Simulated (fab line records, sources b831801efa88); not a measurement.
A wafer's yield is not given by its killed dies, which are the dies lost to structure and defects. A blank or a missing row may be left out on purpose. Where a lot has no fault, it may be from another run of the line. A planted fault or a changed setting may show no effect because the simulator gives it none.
Chamber matching ; flow sky130 ; pecvd-01 running SKY_CONTACT_CVD_00: 3 sister chambers
The step deposits Si3N4, target thk 75 nm. 6 wafers are shown with their chamber, then 7 later ones without.

EACH WAFER AND ITS CHAMBER
wafer;chamber;heater_power_w (W)
L362.1;1;801
L362.6;1;801
L367.2;0;738
L367.5;0;738
L369.1;2;688
L369.5;2;698

WAFERS WHOSE CHAMBER IS MISSING
wafer;heater_power_w (W)
L369.6;714
L375.3;775
L375.4;795
L375.6;771
L378.2;766
L378.4;780
L378.5;838

WHICH CHAMBER EACH ONE RAN IN
wafer;from the rows above;in truth
L369.6;can't be placed: 2 or 0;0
L375.3;1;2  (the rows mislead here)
L375.4;1;1
L375.6;can't be placed: 1 or 0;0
L378.2;can't be placed: 0 or 1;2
L378.4;1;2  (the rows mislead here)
L378.5;1;1
2 of 7 placed correctly. Unplaceable from these rows: 3, with the true chamber sitting among the candidates in 2. 2 placed wrongly.
How it was worked out, from the rows above alone: a wafer's distance from a chamber is the root of the sum, over the readings, of the square of ((its reading less the chamber's mean) divided by the reading's scatter). If the next closest chamber is less than 2 further off than the closest, the wafer can't be placed; otherwise it belongs to the closest. The mean given for a chamber averages the wafers shown for that chamber. The scatter is the square root of a quotient: the sum, over the shown wafers, of each reading's squared deviation from its chamber's mean, divided by wafers minus chambers.
